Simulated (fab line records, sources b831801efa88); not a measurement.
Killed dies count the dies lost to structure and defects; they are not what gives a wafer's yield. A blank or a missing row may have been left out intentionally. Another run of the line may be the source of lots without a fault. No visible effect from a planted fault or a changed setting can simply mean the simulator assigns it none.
Which tool was responsible? | flow gf180mcu | Sampling: 14 lots, 42 wafers, 2 of 602 route steps

== WHAT EACH GAUGE READ, for each wafer ==
GF_VT_IMPLANT_RS_MEAS_46: uses a four-point probe to measure. Usual: MVSD_RS gives 456.3 ohm/sq (standard deviation 1.1).
lot  | measured     | on            | MVSD_RS (ohm/sq)  | flag
L167 | day 7 15:02  | film-metro-01 | 457.2 457.1 455.8 |
L168 | day 7 19:13  | film-metro-01 | 456.7 457.5 457.1 |
L169 | day 8 01:10  | film-metro-04 | 456.2 456.0 456.4 |
L170 | day 8 07:40  | film-metro-01 | 455.5 455.6 456.1 |
L171 | day 8 15:17  | film-metro-03 | 456.9 455.9 456.0 |
L172 | day 8 21:39  | film-metro-04 | 456.9 456.6 455.8 |
L173 | day 9 05:40  | film-metro-01 | 454.6 456.8 455.6 |
L174 | day 9 10:17  | film-metro-01 | 455.9 455.6 456.9 |
L175 | day 9 19:43  | film-metro-04 | 454.8 455.8 455.4 |
L183 | day 12 03:07 | film-metro-04 | 457.5 458.3 458.8 |
L184 | day 12 05:16 | film-metro-04 | 456.7 457.9 457.5 |
L188 | day 13 13:13 | film-metro-01 | 456.3 455.5 456.6 |
L189 | day 13 19:56 | film-metro-03 | 456.0 455.4 455.5 |
L190 | day 14 05:21 | film-metro-04 | 458.2 457.1 457.7 |

GF_VT_IMPLANT_RS_MEAS_47: uses a four-point probe to measure. Usual: NWELL_RS gives 487.9 ohm/sq (standard deviation 1.4).
lot  | measured     | on            | NWELL_RS (ohm/sq) | flag
L167 | day 7 15:09  | film-metro-01 | 486.7 486.7 487.2 |
L168 | day 7 19:20  | film-metro-01 | 488.1 488.6 489.1 |
L169 | day 8 01:17  | film-metro-04 | 487.4 487.9 486.4 |
L170 | day 8 07:47  | film-metro-01 | 486.5 485.8 486.3 |
L171 | day 8 15:25  | film-metro-03 | 485.5 486.5 487.3 |
L172 | day 8 21:46  | film-metro-04 | 487.6 486.8 488.0 |
L173 | day 9 05:47  | film-metro-01 | 486.7 486.6 487.1 |
L174 | day 9 10:24  | film-metro-01 | 485.2 486.7 486.2 |
L175 | day 9 19:50  | film-metro-04 | 488.0 487.5 488.4 |
L183 | day 12 03:14 | film-metro-04 | 490.3 488.3 487.5 |
L184 | day 12 05:23 | film-metro-04 | 487.1 488.4 487.8 |
L188 | day 13 13:20 | film-metro-01 | 487.5 487.3 490.1 |
L189 | day 13 20:03 | film-metro-03 | 486.2 486.7 486.0 |
L190 | day 14 05:28 | film-metro-04 | 487.9 488.6 487.9 |

== WHICH TOOL RAN EACH LOT (tool, then ch and the chambers of the sampled wafers, then the start) ==
The record shows no process step preceding these readings.

== WHAT THE TOOLS THEMSELVES READ (means of the sampled wafers that have a number; where no wafer has one, the mark that the record gives instead) ==
The record holds no such reading with a usual standard deviation.

== THE ANSWER, worked out from the rows above alone ==
Rule: a lot is off if the mean of its wafers that have a number lies more than 3 standard deviations from the usual mean. Also off: a lot with no number at a reading for which 4 or more lots have one. All remaining lots with rows at the step are treated as sound. After the gauges, taken in route order, come the tools' own readings; for these a lot's mean is taken, as printed above. The first step at which some lot is off is used, and at that step the reading that is off furthest; a lot without a number counts as furthest.
No lot is off at any reading shown: from this, nothing can be told.

== WHAT THE SIMULATOR HAD PUT IN ==
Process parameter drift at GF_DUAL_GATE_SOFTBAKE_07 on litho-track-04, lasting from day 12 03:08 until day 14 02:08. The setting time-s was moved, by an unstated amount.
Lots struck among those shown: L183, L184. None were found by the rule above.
